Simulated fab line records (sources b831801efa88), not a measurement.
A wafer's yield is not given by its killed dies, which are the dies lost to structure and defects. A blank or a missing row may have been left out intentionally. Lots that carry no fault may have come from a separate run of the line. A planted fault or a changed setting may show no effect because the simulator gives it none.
fab line records ; flow sky130
[record] lots = 5; wafers = 15; last-day = 50
route steps=708 shown GATE_OXIDE@198 POLY_GATE@204 RES_PROTECT@206
lots untouched by any fault: they come from a run of this same line in which no faults occurred
start-h: the number of hours between the record's first day and the start of the first shown wafer of the lot ; wait-h: how many hours have passed since the lot's step before this one ; " repeats the value in the row above ; L1.1+2: a row that stands for several wafers ; - no value present, or no start provided ; * or withheld: withheld ; < > ~ a bound
route shown NAME@n: NAME is a module with steps in the file, n the number in the route of the first one ; usual: average and standard deviation across the fault-free wafers ; same: alike in all rows ; chamber/n: place in a boat ; sites: the reading at each site ; _std_site: how widely they spread, as a standard deviation ; _edge_site: mean of outer sites minus mean of inner sites ; radius-mm: how far each site lies from the wafer's centre ; mask NAME#n: copy n ; behind: the tool/chamber that last shaped the wafer ; hold: cause of the lot's hold/its duration in hours/its outcome ; device: names the non-switching transistor (n, p or np) ; end of line: the route-end tests of the same wafers ; a step without rows: its recipe alone ; killed: not the wafer's yield, but the dies lost to structure and defects at the first sort ; map: a wafer's dies, marking killed ones x, the rest . and places with no die _
set.NAME: the run value of the setting; set.NAME@STEP: its run value at that earlier step ; model.NAME: the simulator's own value behind a step, which no gauge read
lots at selected steps of the route; one table per step, one row per wafer
services: the hour from which a tool's chamber was out of use, counted from the record's first day as start-h (under 0 if before that day), plus the number of hours and why
[[steps]]
[step SKY_GATE_OXIDE_IMPLANT_11]
[recipe] species = B; energy-kev = 10; dose-cm2 = 2.6e+12; tilt-deg = withheld
[step SKY_GATE_OXIDE_WET_ETCH_12]
[recipe] chemistry = dHF; target-depth-nm = 16.8; dry = n2-spin; target = SiO2; dilution = 100:1; temp-c = 25; time-s = 336
[step SKY_GATE_OXIDE_STRIP_13]
[recipe] chemistry = O2/N2; power-w = 1400; pressure-mtorr = 1500; platen-temp-c = withheld; o2-flow-sccm = 3000; n2-flow-sccm = 300; overash-fraction = 0.5
[usual] drypump-motor-current-A = 5.4/0.5; oes-product-au = 0.716/0.0048; strip-time-to-endpoint-s = 14.18/0.036
lot.wafer;tool;chamber;start-h;wait-h;drypump-motor-current-A;oes-product-au;rf-hours-counter-h;strip-time-to-endpoint-s
L733.1;plasma-asher-01;0;325.14;0.0;5.9;0.711;67;14.18
L733.2;plasma-asher-01;1;325.14;0.0;5.7;0.710;67;14.12
L733.5;plasma-asher-01;1;325.14;0.0;5.7;0.714;-;14.16
L740.2;plasma-asher-03;0;378.74;0.0;6.1;0.716;28;14.16
L740.3;plasma-asher-03;0;378.74;0.0;6.1;0.726;-;14.15
L740.4;plasma-asher-03;1;378.74;0.0;5.0;0.722;-;14.16
L743.1;plasma-asher-03;0;413.29;0.0;6.1;0.720;33;14.25
L743.4;plasma-asher-03;1;413.29;0.0;5.0;0.711;-;14.21
L743.5;plasma-asher-03;1;413.29;0.0;5.0;0.711;-;14.22
L747.1;plasma-asher-01;0;446.99;0.0;5.9;0.718;76;14.16
L747.2;plasma-asher-01;1;446.99;0.0;5.7;0.711;76;14.19
L747.6;plasma-asher-01;0;446.99;0.0;5.8;0.723;-;14.18
L754.3;plasma-asher-02;0;498.41;0.0;4.8;0.714;-;14.12
L754.4;plasma-asher-02;1;498.41;0.0;4.9;0.725;-;14.16
L754.5;plasma-asher-02;0;498.41;0.0;4.8;0.718;-;14.15
[step SKY_GATE_OXIDE_TW_MEAS_14]
[usual] GATE_OXIDE_TW = 224.5/2.6
lot.wafer;tool;chamber;start-h;wait-h;GATE_OXIDE_TW
L733.1;film-metro-04;-;325.24;0.1;223.0
L733.2;film-metro-04;-;325.24;0.1;223.3
L733.5;film-metro-04;-;325.24;0.1;223.9
L740.2;film-metro-03;-;378.85;0.1;228.2
L740.3;film-metro-03;-;378.85;0.1;228.6
L740.4;film-metro-03;-;378.85;0.1;228.5
L743.1;film-metro-04;-;413.39;0.1;223.5
L743.4;film-metro-04;-;413.39;0.1;223.7
L743.5;film-metro-04;-;413.39;0.1;222.4
L747.1;film-metro-03;-;447.09;0.1;229.1
L747.2;film-metro-03;-;447.09;0.1;228.9
L747.6;film-metro-03;-;447.09;0.1;227.7
L754.3;film-metro-04;-;498.50;0.1;223.1
L754.4;film-metro-04;-;498.50;0.1;224.2
L754.5;film-metro-04;-;498.50;0.1;223.4
[step SKY_GATE_OXIDE_CLEAN_15]
[recipe] chemistry = SC1/SC2; mix = 1:4:20; temp-c = 70; time-s = 150; dry = n2-spin
[step SKY_GATE_OXIDE_OXIDATION_16]
[recipe] temp-c = 800; ambient = O2; idle-temp-c = 700; ramp-up-c-per-min = 10; ramp-down-c-per-min = 3; stabilise-s = 600; purge-s = 300; target-thk-a = 35.7; ox-time-s = 1915
[step SKY_POLY_GATE_CVD_00]
[recipe] material = poly-Si; target-thk-nm = 180; temp-c = 620; time-s = 720; pressure-mtorr = 200
[step SKY_POLY_GATE_THK_MEAS_01]
[recipe] reads = poly-Si_of_POLY_GATE_CVD_00
[usual] POLY_GATE_CVD_00_THK = 179.6/1.6
lot.wafer;tool;chamber;start-h;wait-h;POLY_GATE_CVD_00_THK[nm]
L733.1;film-metro-03;-;331.59;0.0;177.6
L733.2;film-metro-03;-;331.59;0.0;178.5
L733.5;film-metro-03;-;331.59;0.0;177.7
L740.2;film-metro-04;-;381.79;0.0;179.1
L740.3;film-metro-04;-;381.79;0.0;180.7
L740.4;film-metro-04;-;381.79;0.0;180.2
L743.1;film-metro-02;-;416.61;0.0;182.4
L743.4;film-metro-02;-;416.61;0.0;181.5
L743.5;film-metro-02;-;416.61;0.0;180.6
L747.1;film-metro-02;-;449.93;0.0;178.7
L747.2;film-metro-02;-;449.93;0.0;178.1
L747.6;film-metro-02;-;449.93;0.0;179.0
L754.3;film-metro-03;-;501.34;0.0;179.0
L754.4;film-metro-03;-;501.34;0.0;179.8
L754.5;film-metro-03;-;501.34;0.0;179.4
[step SKY_RES_PROTECT_DEHYDRATE_00]
[recipe] temp-c = 200; time-s = 60
[step SKY_RES_PROTECT_HMDS_01]
[recipe] prime-time-s = 60; prime-temp-c = 120
[step SKY_RES_PROTECT_COAT_02]
[recipe] resist = NOVOLAK; spin-rpm = 3000; resist-thk-nm = 1140
[step SKY_RES_PROTECT_SOFTBAKE_03]
[recipe] temp-c = 90; time-s = 60; resist = NOVOLAK
[step SKY_RES_PROTECT_EXPOSE_04]
[recipe] mask-id = RPM; na = 0.6; source-shape = conventional; sigma-outer = 0.6; polarization = unpolarized; target-cd-nm = 1270; dose-mj = 131
[usual] focus-offset-nm = -0.1/0.48
[same] sigma-outer = 0.6
lot.wafer;tool;chamber;start-h;wait-h;mask;focus-offset-nm
L733.1;iline-stepper-02;0;345.49;-;RPM#0;-0.4
L733.2;iline-stepper-02;0;345.49;-;RPM#0;-0.7
L733.5;iline-stepper-02;0;345.49;-;RPM#0;-0.3
L740.2;iline-stepper-02;0;395.66;-;RPM#0;-0.4
L740.3;iline-stepper-02;0;395.66;-;RPM#0;-0.2
L740.4;iline-stepper-02;0;395.66;-;RPM#0;-0.2
L743.1;iline-stepper-02;0;432.14;-;TUNM#0;-0.5
L743.4;iline-stepper-02;0;432.14;-;TUNM#0;-0.4
L743.5;iline-stepper-02;0;432.14;-;TUNM#0;0.8
L747.1;iline-stepper-02;0;465.29;-;RPM#0;-0.7
L747.2;iline-stepper-02;0;465.29;-;RPM#0;-0.8
L747.6;iline-stepper-02;0;465.29;-;RPM#0;-0.2
L754.3;iline-stepper-02;0;516.28;-;RPM#0;0.0
L754.4;iline-stepper-02;0;516.28;-;RPM#0;-0.5
L754.5;iline-stepper-02;0;516.28;-;RPM#0;-0.5
[step SKY_RES_PROTECT_PEB_05]
[recipe] temp-c = withheld; time-s = *; resist = NOVOLAK
[step SKY_RES_PROTECT_DEVELOP_06]
[recipe] resist = NOVOLAK; developer = TMAH; develop-time-s = 60; dev-temp-c = 23
[step SKY_POLY_GATE_IMPLANT_02]
[recipe] species = P; energy-kev = 30; dose-cm2 = 7.7e+15; tilt-deg = 0
[step SKY_RES_PROTECT_STRIP_07]
[recipe] chemistry = O2/N2; power-w = 1400; pressure-mtorr = 1500; platen-temp-c = withheld; o2-flow-sccm = 3000; n2-flow-sccm = 300; overash-fraction = 0.5
[usual] drypump-motor-current-A = 5.5/0.39; oes-product-au = 0.518/0.0047; strip-time-to-endpoint-s = 23.28/0.048
lot.wafer;tool;chamber;start-h;wait-h;drypump-motor-current-A;oes-product-au;rf-hours-counter-h;strip-time-to-endpoint-s
L733.1;plasma-asher-03;0;358.89;0.1;6.1;0.523;26;23.27
L733.2;plasma-asher-03;1;358.89;0.1;5.0;0.514;26;23.28
L733.5;plasma-asher-03;1;358.89;0.1;5.0;0.516;-;23.22
L740.2;plasma-asher-04;0;410.84;0.1;5.4;0.513;75;23.20
L740.3;plasma-asher-04;0;410.84;0.1;5.4;0.519;-;23.23
L740.4;plasma-asher-04;1;410.84;0.1;5.3;0.513;-;23.17
L743.1;plasma-asher-04;1;447.15;0.1;5.3;0.520;2;23.31
L743.4;plasma-asher-04;1;447.15;0.1;5.3;0.515;-;23.32
L743.5;plasma-asher-04;0;447.15;0.1;5.5;0.511;-;23.31
L747.1;plasma-asher-01;0;480.70;0.1;5.9;0.517;79;23.19
L747.2;plasma-asher-01;1;480.70;0.1;5.7;0.523;79;23.26
L747.6;plasma-asher-01;1;480.70;0.1;5.7;0.513;-;23.25
L754.3;plasma-asher-04;1;531.64;0.1;5.3;0.524;-;23.21
L754.4;plasma-asher-04;0;531.64;0.1;5.5;0.517;-;23.21
L754.5;plasma-asher-04;0;531.64;0.1;5.4;0.513;-;23.18
[step SKY_RES_PROTECT_TW_MEAS_08]
[usual] POLY_GATE_TW = 4055/39
lot.wafer;tool;chamber;start-h;wait-h;POLY_GATE_TW
L733.1;film-metro-03;-;358.99;0.1;4106
L733.2;film-metro-03;-;358.99;0.1;4100
L733.5;film-metro-03;-;358.99;0.1;4109
L740.2;film-metro-03;-;410.95;0.1;4111
L740.3;film-metro-03;-;410.95;0.1;4109
L740.4;film-metro-03;-;410.95;0.1;4107
L743.1;film-metro-02;-;447.25;0.1;30
L743.4;film-metro-02;-;447.25;0.1;30
L743.5;film-metro-02;-;447.25;0.1;30
L747.1;film-metro-02;-;480.80;0.1;4095
L747.2;film-metro-02;-;480.80;0.1;4080
L747.6;film-metro-02;-;480.80;0.1;4082
L754.3;film-metro-03;-;531.72;0.1;4058
L754.4;film-metro-03;-;531.72;0.1;4065
L754.5;film-metro-03;-;531.72;0.1;4080
[step SKY_RES_PROTECT_CLEAN_09]
[recipe] chemistry = SC1/SC2; mix = 1:4:20; temp-c = 70; time-s = 150; dry = n2-spin
[[services]]
tool;chamber;start-h;hours;kind
plasma-asher-01;-;314.20;3.8;repair
iline-stepper-02;-;340.92;4.4;pm
plasma-asher-01;-;362.75;33.5;repair
iline-stepper-02;0;371.12;-;calibration
plasma-asher-04;-;390.04;14.6;pm
plasma-asher-01;-;405.85;4.3;pm
plasma-asher-03;-;416.15;2.8;pm
iline-stepper-02;-;419.47;1.7;pm
plasma-asher-04;-;421.25;9.0;pm
plasma-asher-04;0;421.25;9.0;vent-cycle
plasma-asher-04;1;421.25;9.0;vent-cycle
plasma-asher-04;0;430.25;-;clean
plasma-asher-04;1;430.25;-;clean
plasma-asher-01;-;440.15;0.6;repair
plasma-asher-04;-;470.01;3.1;repair
[[key]]
[first-sign] step = SKY_RES_PROTECT_EXPOSE_04; reading = mask; direction = changed
[effect] step = SKY_RES_PROTECT_TW_MEAS_08; reading = POLY_GATE_TW; direction = down; sigmas = 99+; usual = 4055; struck = 30
met-at SKY_RES_PROTECT_EXPOSE_04
struck-wafers L743.1,L743.4,L743.5
tester-left-out L743
onset-between 395.66 432.14
[fault] kind = wrong-mask; tool = any; chamber = -; onset-h = 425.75; steps = SKY_RES_PROTECT_EXPOSE_04; aux-copy = TUNM#0; scope = struck-lots-only
// tester-left-out: of these lots the tester's yield and bins aren't shown, on N5 and GAA mostly nor the transistor test; their killed dies are dies lost to structure and defects alone, not to doping, threshold or leakage, so they don't give the yield
